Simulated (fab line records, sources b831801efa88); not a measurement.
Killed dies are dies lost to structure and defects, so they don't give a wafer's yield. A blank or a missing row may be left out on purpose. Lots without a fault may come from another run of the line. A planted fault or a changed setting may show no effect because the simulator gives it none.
A struck lot beside a sound one | flow sky130 | 18 steps out of a route of 708
Sound: wafers L261.1, L261.3, L261.5. Struck: wafers L266.1, L266.4, L266.6. The cause comes at the end.
At each step with rows: each side's tool, then ch and its chambers, then its first start. Under that, the readings that differ: sound wafers | struck wafers | difference of the means | sigmas: that difference in standard deviations of wafers without a fault.
alike: readings whose means differ by less than 2 such deviations, and words and numbers that are the same on both sides. not compared: withheld readings, readings that some wafer has no value for, bounds like >300 that may hide the same value, and numbers for which the record gives no deviation and whose values overlap.
The two part at a step that has a row with sigmas, a row that says differs or no value, or rows on one side only. Numbers that don't overlap but have no deviation are shown without sigmas and don't part them. A reading that every wafer of one side lacks parts them only if that side has two wafers or more.

first, 3 steps without rows for these wafers: SKY_VIA3_EXPOSE_09 (exposes mask VIM3, target cd 200 nm); SKY_VIA3_PEB_10; SKY_VIA3_DEVELOP_11 (develop time 60 s).
SKY_VIA3_CD_MEAS_12: target cd 200 nm.
  sound on cd_sem-02, day 43 02:47; struck on cd_sem-02, day 45 02:04
  alike: cd_nm
SKY_VIA3_OVL_MEAS_13:
  sound on overlay-01, day 43 02:54; struck on overlay-02, day 45 02:11
  reading       | sound   | struck  | difference | sigmas
  VIA3_OVL (nm) | 14 16 3 | -3 6 -3 | -11        | -2
SKY_VIA3_ETCH_14: etches BARC in N2/H2, stops on SiO2, time 45.9 s, target depth 60 nm.
  sound on rie_diel-01 ch 0,3, day 43 02:56; struck on rie_diel-01 ch 2,3, day 45 02:14
  alike: drypump_motor_current_A, oes_product_au, throttle_valve_pct
  not compared: rf_hours_counter_h
SKY_VIA3_ETCH_15: etches SiO2 in C4F8/O2/Ar, stops on TiN, target depth 507 nm, time 78 s.
  sound on rie_diel-01 ch 0,3, day 43 02:58; struck on rie_diel-01 ch 2,3, day 45 02:16
  alike: oes_product_au
  not compared: rf_hours_counter_h
SKY_VIA3_STRIP_16: strips in O2/N2.
  sound on plasma_asher-02 ch 0,1, day 43 03:02; struck on plasma_asher-01 ch 0,1, day 45 02:20
  alike: drypump_motor_current_A, oes_product_au, strip_time_to_endpoint_s
  not compared: rf_hours_counter_h
then, 3 steps without rows for these wafers: SKY_VIA3_STRIP_17 (strips in post etch residue remover, time 1200 s); SKY_VIA3_CLEAN_18 (cleans in IPA, time 180 s); SKY_VIA3_CLEAN_19 (cleans in O3/DIW).
SKY_VIA3_SPUTTER_20: material TiN, target thk 20 nm, time 80 s.
  sound on pvd_sputter-03, day 43 03:37; struck on pvd_sputter-03, day 45 03:02
  alike: throttle_valve_pct
SKY_VIA3_CVD_21: deposits W, target thk 390 nm, time 117.31 s.
  sound on cvd_w-02 ch 0,1, day 43 03:41; struck on cvd_w-02 ch 0,1, day 45 03:05
  reading                            | sound             | struck          | difference | sigmas
  model.W_of_VIA3_CVD_21.thk_nm (nm) | 388.9 385.1 389.1 | 106.3 107.2 109 | -280.2     |
  alike: heater_power_w
SKY_VIA3_RS_MEAS_22: measures by four-point-probe.
  sound on film_metro-02, day 43 03:49; struck on film_metro-03, day 45 03:13
  reading            | sound             | struck            | difference | sigmas
  VIA3_W_RS (ohm/sq) | 0.295 0.298 0.296 | 1.111 1.103 1.083 | +0.803     | +99 or more
SKY_VIA3_THK_MEAS_23: measures by xrf.
  sound on film_metro-02, day 43 03:56; struck on film_metro-03, day 45 03:20
  reading         | sound       | struck      | difference | sigmas
  VIA3_W_THK (nm) | 377 375 379 | 105 105 107 | -271       | -37
SKY_VIA3_CMP_24: polishes, stops on SiO2, t overpolish 20 s, target thk 0 nm.
  sound on cmp-02 ch 1,2,3, day 43 04:13; struck on cmp-01 ch 1,2, day 45 03:27
  reading                | sound    | struck   | difference | sigmas
  time_to_endpoint_s (s) | 99 93 95 | 24 23 27 | -71        | -13
  alike: motor_current_A, slurry_flow_ml_min
SKY_METAL4_SPUTTER_00: material Ti, target thk 15 nm, time 10 s.
  sound on pvd_sputter-04, day 43 04:25; struck on pvd_sputter-02, day 45 03:42
  alike: throttle_valve_pct
-- the record jumps here: 5 days lie between the struck wafers' starts before and after (it left off in module METAL4 and takes up again in module PAD_OPEN, whose first step shown is number 708 of the route) --
SKY_PAD_OPEN_PROBE_99:
  sound on prober-02, day 48 16:01; struck on prober-02, day 50 06:31
  reading             | sound   | struck   | difference | sigmas
  killed_at_front_end | 6 16 12 | 25 18 17 | +9         | +2
  alike: defect_limited_yield, killed_at_M0_to_M3, killed_at_M4_up, killed_at_contacts, killed_at_other, killed_dies, killed_open, killed_short, sort_bin_3_pad_short, sort_bin_5_function, sort_bin_6_memory, sort_n_pass, sort_yield_pct

WHERE THEY PART
First at SKY_VIA3_OVL_MEAS_13; last, within this record, at SKY_PAD_OPEN_PROBE_99.

WHY: what the simulator had put in
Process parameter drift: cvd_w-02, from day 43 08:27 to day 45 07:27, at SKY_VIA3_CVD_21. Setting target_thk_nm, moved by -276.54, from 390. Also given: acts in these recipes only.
